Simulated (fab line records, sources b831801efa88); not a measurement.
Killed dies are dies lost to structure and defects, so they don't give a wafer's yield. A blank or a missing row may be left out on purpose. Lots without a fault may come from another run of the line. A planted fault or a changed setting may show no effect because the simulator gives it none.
fab line records | flow sfq_line
record lots=6 wafers=16 last_day=95
route steps=325 shown L0@12 L0V@16
lots that met no fault: from a run of the same line without faults
start_h: hours from the record's first day to the start of the lot's first wafer shown | wait_h: hours since the lot's step before | " the same as in the row above | L1.1+2: a row that stands for several wafers | - no value, or no start given | * or withheld: withheld | < > ~ a bound
route shown NAME@n: a module of which the file shows steps, and the number in the route of the first | usual: mean/standard deviation of fault-free wafers | same: alike in all rows | chamber/n: place in a boat | sites: the reading at each site | _std_site: their standard deviation | _edge_site: outer sites' mean less inner sites' | radius_mm: how far each site lies from the wafer's centre | mask NAME#n: copy n | behind: the tool/chamber that last shaped the wafer | hold: why the lot was held/for how many hours/how that ended | device: the transistor (n, p or np) that didn't switch | end of line: the same wafers' tests at the end of the route | a step without rows: its recipe alone | killed: dies lost to structure and defects at the first sort, not the wafer's yield | map: a wafer's dies, x killed, . not, _ none there
set.NAME: the setting as run; set.NAME@STEP: as run at that earlier step | model.NAME: the simulator's own value behind a step, which no gauge read
lots at some steps of the route; a table a step, a row a wafer
services: from which hour (start_h, from the record's first day; less than 0 if before it) a tool's chamber was out of use, for how many hours, and why
## steps
# step SFQ_TRILAYER_L0_BARC_OPEN_METAL_ETCH_010
# recipe mask_material=PR chemistry=O2 target_depth_nm=125 target=BARC icp_w=600 bias_w=80 pressure_mtorr=10 time_s=41.7
# usual drypump_motor_current_A=5.7/0.44 he_backside_leak_sccm=3.42/0.19 oes_product_au=0.685/0.0052 run_length_s=70.1/0.37
# columns lot.wafer tool chamber start_h wait_h drypump_motor_current_A he_backside_leak_sccm oes_product_au rf_hours_counter_h run_length_s
L892.2 rie_metal-01 1 75.73 0.1 5.4 3.56 0.698 79 70.5
L892.3 " 1 " " 5.4 3.83 0.691 - 70.4
L892.6 " 1 " " 5.4 3.66 0.690 - 70.6
L898.2 rie_metal-01 1 116.18 0.1 5.4 3.83 0.684 86 70.4
L898.4 " 1 " " 5.4 3.77 0.693 - 70.7
L898.6 " 1 " " 5.4 3.63 0.684 - 70.9
L899.2 rie_metal-02 0 120.98 0.1 5.3 3.42 0.685 0 69.9
L899.5 " 1 " " 6.4 3.40 0.685 - 69.6
L903.3 rie_metal-01 1 146.20 0.1 5.4 3.77 0.686 - 70.5
L903.4 " 0 " " 5.4 3.71 0.692 - 70.2
L914.4 rie_metal-02 0 222.27 0.1 5.3 3.58 0.671 - 69.9
L914.5 " 1 " " 6.4 3.33 0.684 - 69.7
L914.6 " 0 " " 5.3 3.40 0.689 - 69.8
L915.1 rie_metal-03 0 228.26 0.1 5.5 3.31 0.685 14 69.9
L915.3 " 1 " " 5.8 3.24 0.682 - 70.3
L915.6 " 0 " " 5.5 3.37 0.687 - 70.0
# step SFQ_TRILAYER_L0_ETCH_METAL_ETCH_008
# recipe target=MoNx_KI stop_on=SiO2 mask_material=PR chemistry=SF6/O2 target_depth_nm=50 icp_w=600 bias_w=80 pressure_mtorr=10 time_s=25
# usual drypump_motor_current_A=5.7/0.43 he_backside_leak_sccm=3.4/0.32 oes_product_au=0.875/0.0064 run_length_s=53.4/0.43
# columns lot.wafer tool chamber start_h wait_h drypump_motor_current_A he_backside_leak_sccm oes_product_au rf_hours_counter_h run_length_s
L892.2 rie_metal-01 1 75.79 0.0 5.4 3.5 0.881 79 53.8
L892.3 " 1 " " 5.4 3.8 0.869 - 53.8
L892.6 " 1 " " 5.4 3.7 0.864 - 54.6
L898.2 rie_metal-01 1 116.24 0.0 5.4 3.5 0.876 86 54.0
L898.4 " 1 " " 5.4 3.5 0.878 - 54.1
L898.6 " 1 " " 5.4 3.5 0.879 - 53.7
L899.2 rie_metal-02 0 121.04 0.0 5.3 3.5 0.881 0 53.5
L899.5 " 1 " " 6.5 3.2 0.870 - 52.9
L903.3 rie_metal-01 1 146.26 0.0 5.4 3.5 0.867 - 54.2
L903.4 " 0 " " 5.3 3.7 0.875 - 54.0
L914.4 rie_metal-02 0 222.33 0.0 5.3 3.6 0.878 - 52.9
L914.5 " 1 " " 6.5 3.3 0.881 - 53.1
L914.6 " 0 " " 5.3 3.6 0.877 - 52.9
L915.1 rie_metal-03 0 228.31 0.0 5.5 3.2 0.870 14 53.0
L915.3 " 1 " " 5.8 3.4 0.880 - 53.9
L915.6 " 0 " " 5.5 3.2 0.865 - 52.9
# step SFQ_TRILAYER_L0_STRIP_STRIP_009
# recipe gas=O2 power_w=200 platen_temp_c=40 overash_fraction=0.65 chemistry=O2 pressure_mtorr=50
# usual drypump_motor_current_A=5.7/0.44 he_backside_leak_sccm=3.39/0.23 oes_product_au=1.004/0.0097
# columns lot.wafer tool chamber start_h wait_h drypump_motor_current_A he_backside_leak_sccm oes_product_au rf_hours_counter_h
L892.2 rie_metal-01 1 75.84 0.0 5.4 3.67 1.007 79
L892.3 " 1 " " 5.4 3.74 0.999 -
L892.6 " 1 " " 5.4 3.51 1.016 -
L898.2 rie_metal-01 1 116.29 0.0 5.3 3.99 1.025 86
L898.4 " 1 " " 5.4 3.70 1.015 -
L898.6 " 1 " " 5.4 3.79 1.015 -
L899.2 rie_metal-02 0 121.09 0.0 5.3 3.23 0.994 0
L899.5 " 1 " " 6.5 3.20 1.006 -
L903.3 rie_metal-01 1 146.49 0.2 5.4 3.78 1.022 -
L903.4 " 0 " " 5.3 3.61 0.993 -
L914.4 rie_metal-02 0 222.56 0.2 5.3 3.44 1.008 -
L914.5 " 1 " " 6.5 3.23 1.017 -
L914.6 " 0 " " 5.3 3.40 0.996 -
L915.1 rie_metal-03 0 228.36 0.0 5.5 2.99 1.000 14
L915.3 " 1 " " 5.8 3.33 1.019 -
L915.6 " 0 " " 5.5 2.88 1.003 -
# step SFQ_TRILAYER_L0_STRIP_SOLV_CLEAN_010
# recipe chemistry=NMP temp_c=70 time_s=600
# step SFQ_TRILAYER_L0_CAP_PECVD_011
# recipe material=SiO2 temp_c=150 time_s=13.333 pressure_torr=2.4 rf_w=183.3 precursor=SiH4/N2O target_thk_nm=60
# usual heater_power_w=91/11 showerhead_vpp_V=825/41 throttle_valve_pct=25.1/0.95
# columns lot.wafer tool chamber start_h wait_h heater_power_w showerhead_vpp_V throttle_valve_pct
L892.2 pecvd-02 0 76.61 0.0 85 884 26.2
L892.3 " 1 " " 98 786 25.6
L892.6 " 0 " " 84 874 26.1
L898.2 pecvd-03 0 117.06 0.0 98 860 25.3
L898.4 " 1 " " 84 856 23.5
L898.6 " 2 " " 78 797 24.5
L899.2 pecvd-02 1 121.86 0.0 105 789 25.6
L899.5 " 2 " " 114 866 26.6
L903.3 pecvd-04 2 147.06 0.0 90 811 24.7
L903.4 " 2 " " 90 815 24.6
L914.4 pecvd-02 2 223.16 0.0 106 870 26.8
L914.5 " 0 " " 83 874 26.1
L914.6 " 1 " " 109 786 25.5
L915.1 pecvd-02 1 229.14 0.0 103 794 25.9
L915.3 " 0 " " 75 887 26.1
L915.6 " 0 " " 75 864 25.9
# step SFQ_TRILAYER_L0_VIA_LITHO_COAT_018
# recipe resist=BARC spin_rpm=3000 resist_thk_nm=62
# step SFQ_TRILAYER_L0_VIA_LITHO_COAT_013
# recipe resist=KrF spin_rpm=3000 resist_thk_nm=650
# step SFQ_TRILAYER_L0_VIA_LITHO_SOFTBAKE_017
# recipe temp_c=withheld time_s=withheld resist=KrF
# step SFQ_TRILAYER_L0_VIA_LITHO_EXPOSE_014
# recipe mask_id=L0V na=0.6 source_shape=conventional sigma_outer=0.65 target_cd_nm=700 dose_mj=21.3
# step SFQ_TRILAYER_L0_VIA_LITHO_PEB_016
# recipe peb_temp_c=115 peb_time_s=60 resist=KrF
# step SFQ_TRILAYER_L0_VIA_LITHO_DEVELOP_015
# recipe time_s=60 resist=KrF
# step SFQ_L0V_OVL_MEAS_903
# usual L0V_OVL=1/5.3
# columns lot.wafer tool chamber start_h wait_h L0V_OVL[nm]
L892.2 overlay-02 - 155.79 0.1 -8
L892.3 " - " " 0
L892.6 " - " " -8
L898.2 overlay-01 - 215.06 0.1 6
L898.4 " - " " -3
L898.6 " - " " 2
L899.2 overlay-02 - 221.06 0.1 6
L899.5 " - " " 8
L903.3 overlay-01 - 248.67 0.1 -9
L903.4 " - " " -6
L914.4 overlay-02 - 335.20 0.1 1
L914.5 " - " " 1
L914.6 " - " " 0
L915.1 overlay-02 - 342.38 0.1 6
L915.3 " - " " 5
L915.6 " - " " 3
# step SFQ_TRILAYER_L0_VIA_BARC_OPEN_VIA_ETCH_021
# recipe mask_material=PR chemistry=O2 target_depth_nm=125 target=BARC source_w=500 bias_w=80 pressure_mtorr=30 time_s=41.7
# usual drypump_motor_current_A=5.4/0.44 oes_product_au=0.685/0.0048 run_length_s=70.1/0.36
# columns lot.wafer tool chamber start_h wait_h drypump_motor_current_A oes_product_au rf_hours_counter_h run_length_s
L892.2 rie_diel-02 0 155.82 0.0 5.6 0.679 88 70.3
L892.3 " 1 " " 4.9 0.687 143 69.6
L892.6 " 0 " " 5.6 0.683 - 70.6
L898.2 rie_diel-04 1 215.09 0.0 5.9 0.680 5 69.9
L898.4 " 2 " " 4.9 0.684 2 70.1
L898.6 " 3 " " 5.5 0.685 - 70.1
L899.2 rie_diel-01 2 221.09 0.0 6.3 0.680 70 69.9
L899.5 " 3 " " 5.6 0.668 - 72.0
L903.3 rie_diel-01 0 248.69 0.0 5.6 0.687 69 70.7
L903.4 " 0 " " 5.6 0.669 - 72.1
L914.4 rie_diel-01 1 335.22 0.0 5.4 0.690 101 70.3
L914.5 " 3 " " 5.6 0.682 - 70.6
L914.6 " 2 " " 6.3 0.681 - 69.6
L915.1 rie_diel-04 3 342.42 0.0 5.4 0.679 13 69.8
L915.3 " 1 " " 5.9 0.685 7 70.1
L915.6 " 3 " " 5.4 0.683 - 69.8
# step SFQ_TRILAYER_L0_VIA_ETCH_VIA_ETCH_016
# recipe target=SiO2 stop_on=MoNx_KI mask_material=PR chemistry=CHF3 target_depth_nm=80 source_w=500 bias_w=80 pressure_mtorr=30 time_s=withheld
# usual drypump_motor_current_A=5.4/0.44 oes_product_au=0.843/0.008
# columns lot.wafer tool chamber start_h wait_h drypump_motor_current_A oes_product_au
L892.2 rie_diel-02 0 155.86 0.0 5.6 0.822
L892.3 " 1 " " 4.9 0.820
L892.6 " 0 " " 5.6 0.841
L898.2 rie_diel-04 1 215.13 0.0 5.9 0.837
L898.4 " 2 " " 4.9 0.854
L898.6 " 3 " " 5.5 0.835
L899.2 rie_diel-01 2 221.13 0.0 6.4 0.850
L899.5 " 3 " " 5.6 0.847
L903.3 rie_diel-01 0 248.73 0.0 5.6 0.836
L903.4 " 0 " " 5.6 0.841
L914.4 rie_diel-01 1 335.26 0.0 5.3 0.845
L914.5 " 3 " " 5.6 0.841
L914.6 " 2 " " 6.3 0.838
L915.1 rie_diel-04 3 342.46 0.0 5.5 0.839
L915.3 " 1 " " 5.8 0.843
L915.6 " 3 " " 5.5 0.842
## services
# columns tool chamber start_h hours kind
rie_metal-03 - 66.95 0.1 repair
rie_metal-02 - 84.81 14.6 pm
rie_metal-03 0 95.85 11.9 repair
rie_metal-03 - 112.99 4.0 pm
pecvd-02 - 117.03 0.5 repair
pecvd-02 - 124.04 6.0 pm
rie_metal-03 0 146.80 10.5 repair
rie_diel-04 - 154.59 2.8 pm
rie_metal-01 0 158.90 4.6 repair
rie_diel-02 3 171.71 8.9 repair
rie_diel-01 - 196.48 1.1 repair
rie_diel-04 2 198.74 12.2 repair
rie_metal-02 - 203.10 0.6 repair
rie_diel-01 0 216.44 7.0 repair
rie_metal-02 - 245.08 0.7 repair
rie_diel-01 3 246.73 3.2 repair
rie_diel-04 - 249.33 4.3 pm
pecvd-02 - 254.83 0.8 repair
rie_diel-01 1 270.29 2.8 repair
pecvd-02 - 291.87 2.8 pm
rie_diel-04 - 292.58 14.6 pm
rie_metal-01 - 323.76 1.2 repair
rie_diel-01 0 327.18 1.9 repair
rie_diel-01 - 336.00 15.6 pm
## key
first_sign step=SFQ_TRILAYER_L0_VIA_BARC_OPEN_VIA_ETCH_021 reading=run_length_s direction=up sigmas=5.5 usual=* struck=*
effect none on later readings
met_at SFQ_TRILAYER_L0_VIA_BARC_OPEN_VIA_ETCH_021
struck_wafers L899.5,L903.4
fault kind=process_parameter_drift tool=rie_diel-01 chamber=- onset_h=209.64 steps=SFQ_TRILAYER_L0_VIA_BARC_OPEN_VIA_ETCH_021 channel=time_s offset=* shape=step end_h=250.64 scope=struck_wafers_only acts_in=* stated=*
